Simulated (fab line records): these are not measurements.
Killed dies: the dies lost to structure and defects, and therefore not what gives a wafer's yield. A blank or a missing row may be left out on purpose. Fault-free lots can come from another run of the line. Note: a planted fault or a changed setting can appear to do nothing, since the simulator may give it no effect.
Which tool is to blame? || flow gf180mcu || Sampling: 6 lots, 18 wafers, 2 of 602 route steps

== WHAT THE GAUGES READ, wafer by wafer ==
GF_M5_CD_MEAS_07: the cd target is 280 nm.
{"lot": "L755", "measured": "day 27 05:16", "on": "cd sem-02", "cd nm (nm)": "280.3 280.0 279.0"}
{"lot": "L757", "measured": "day 27 23:31", "on": "cd sem-01", "cd nm (nm)": "282.2 281.1 280.3"}
{"lot": "L759", "measured": "day 28 18:46", "on": "cd sem-02", "cd nm (nm)": "281.7 283.2 282.4"}
{"lot": "L770", "measured": "day 31 12:58", "on": "cd sem-01", "cd nm (nm)": "279.7 279.3 278.8"}
{"lot": "L772", "measured": "day 32 05:48", "on": "cd sem-02", "cd nm (nm)": "278.6 277.2 278.2"}
{"lot": "L774", "measured": "day 32 18:04", "on": "cd sem-01", "cd nm (nm)": "282.6 281.6 281.1"}

== TOOL THAT RAN EACH LOT (tool first, then ch and the chambers of the sampled wafers, then the start) ==
{"lot": "L755", "GF_V4_CVD_23": "cvd w-01 ch 0,1, day 25 10:47"}
{"lot": "L757", "GF_V4_CVD_23": "cvd w-02 ch 0,1, day 26 05:52"}
{"lot": "L759", "GF_V4_CVD_23": "cvd w-02 ch 0,1, day 27 01:55"}
{"lot": "L770", "GF_V4_CVD_23": "cvd w-01 ch 0,1, day 30 00:09"}
{"lot": "L772", "GF_V4_CVD_23": "cvd w-02 ch 0,1, day 30 17:22"}
{"lot": "L774", "GF_V4_CVD_23": "cvd w-01 ch 0,1, day 31 06:44"}
- GF_V4_CVD_23: deposits W, target thk 350 nm, time 104.9 s.

== THE ANSWER, worked out from the rows above alone ==
Rule: the lots themselves supply what counts as usual. The widest of any qualifying gaps counts: lots, ordered by their means at a reading, are off when they make up no more than a third of the lots, leave a main group of 4 or more, and stand apart from it by 3 or more times the standard deviation of that group's means. Not used: any main group whose means are identical at the precision the tables above print for the reading. A lot without any number at a reading at which 4 lots or more have one is off too. Where the step has rows for the other lots, those lots are counted as sound.
None of the lots is off at any reading shown; this tells nothing.

== WHAT THE SIMULATOR PUT IN ==
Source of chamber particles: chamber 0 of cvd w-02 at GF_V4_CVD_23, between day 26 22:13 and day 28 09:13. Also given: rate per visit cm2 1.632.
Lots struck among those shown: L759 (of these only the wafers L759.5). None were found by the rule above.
